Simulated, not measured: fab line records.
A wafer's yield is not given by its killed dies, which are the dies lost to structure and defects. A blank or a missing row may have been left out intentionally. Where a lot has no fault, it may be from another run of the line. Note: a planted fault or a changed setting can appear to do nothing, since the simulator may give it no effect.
Which tool was responsible? ; flow sky130 ; 12 lots with 36 wafers sampled at 2 steps, on a route of 708 steps

== WHAT THE GAUGES SHOWED, per wafer ==
SKY_RES_PROTECT_TW_MEAS_08. Usual: for POLY_GATE_TW the level is 4016 and the standard deviation is 44.
lot;measured;on;POLY_GATE_TW;flag
L371;day 15 05:15;film_metro-01;4020 4012 4035;
L372;day 15 16:48;film_metro-01;4006 4007 3997;
L374;day 16 08:37;film_metro-03;3966 3953 3970;
L380;day 18 16:10;film_metro-01;3969 3967 3980;
L381;day 19 03:28;film_metro-03;4028 4001 4029;
L382;day 19 08:14;film_metro-04;4099 4077 4077;
L383;day 19 22:01;film_metro-03;4007 3998 4005;
L386;day 21 03:32;film_metro-01;3988 3998 3991;
L387;day 21 07:19;film_metro-01;3990 3979 3984;
L388;day 21 13:31;film_metro-01;3976 3984 3987;
L392;day 23 11:31;film_metro-01;3984 3984 3996;
L393;day 23 11:51;film_metro-03;4005 4018 4014;

SKY_POLY_GATE_THK_MEAS_21. Usual: for POLY_GATE_OXIDATION_THK the level is 4.02 nm and the standard deviation is 0.088.
lot;measured;on;POLY_GATE_OXIDATION_THK (nm);flag
L371;day 16 13:38;film_metro-01;4.01 4.00 4.07;
L372;day 16 23:56;film_metro-02;4.04 3.97 4.04;
L374;day 18 02:09;film_metro-01;3.98 4.01 3.92;
L380;day 20 04:08;film_metro-01;4.07 4.06 3.97;
L381;day 20 14:32;film_metro-02;3.99 3.92 3.96;
L382;day 20 19:43;film_metro-04;3.95 4.02 4.02;
L383;day 21 07:35;film_metro-04;3.92 3.94 4.04;
L386;day 22 13:12;film_metro-04;4.05 4.04 4.05;
L387;day 22 19:04;film_metro-02;4.13 4.09 4.13;
L388;day 23 00:09;film_metro-01;4.20 4.13 4.12;
L392;day 26 00:00;film_metro-04;4.00 3.98 3.91;
L393;day 25 23:49;film_metro-01;4.07 4.08 4.09;

== TOOL THAT RAN EACH LOT (tool first, then ch and the chambers of the sampled wafers, then the start) ==
Before these readings, the record contains no process step.

== WHAT THE TOOLS THEMSELVES READ (means of the sampled wafers that have a number; where no wafer has one, the mark that the record gives instead) ==
The record holds no such reading with a usual standard deviation.

== THE ANSWER, worked out from the rows above alone ==
Rule: take the mean of a lot's wafers that have a number; if it is more than 3 standard deviations from the usual mean, the lot is off. Also off: a lot with no number at a reading for which 4 or more lots have one. All remaining lots with rows at the step are treated as sound. First the gauges in route order, then the tools' own readings, where a lot's mean is used as printed above. At the first step where some lot is off, the reading lying furthest off is the one used; lots without a number count as furthest.
Nothing can be told from this: no lot is off at any reading shown.

== WHAT THE SIMULATOR HAD PUT IN ==
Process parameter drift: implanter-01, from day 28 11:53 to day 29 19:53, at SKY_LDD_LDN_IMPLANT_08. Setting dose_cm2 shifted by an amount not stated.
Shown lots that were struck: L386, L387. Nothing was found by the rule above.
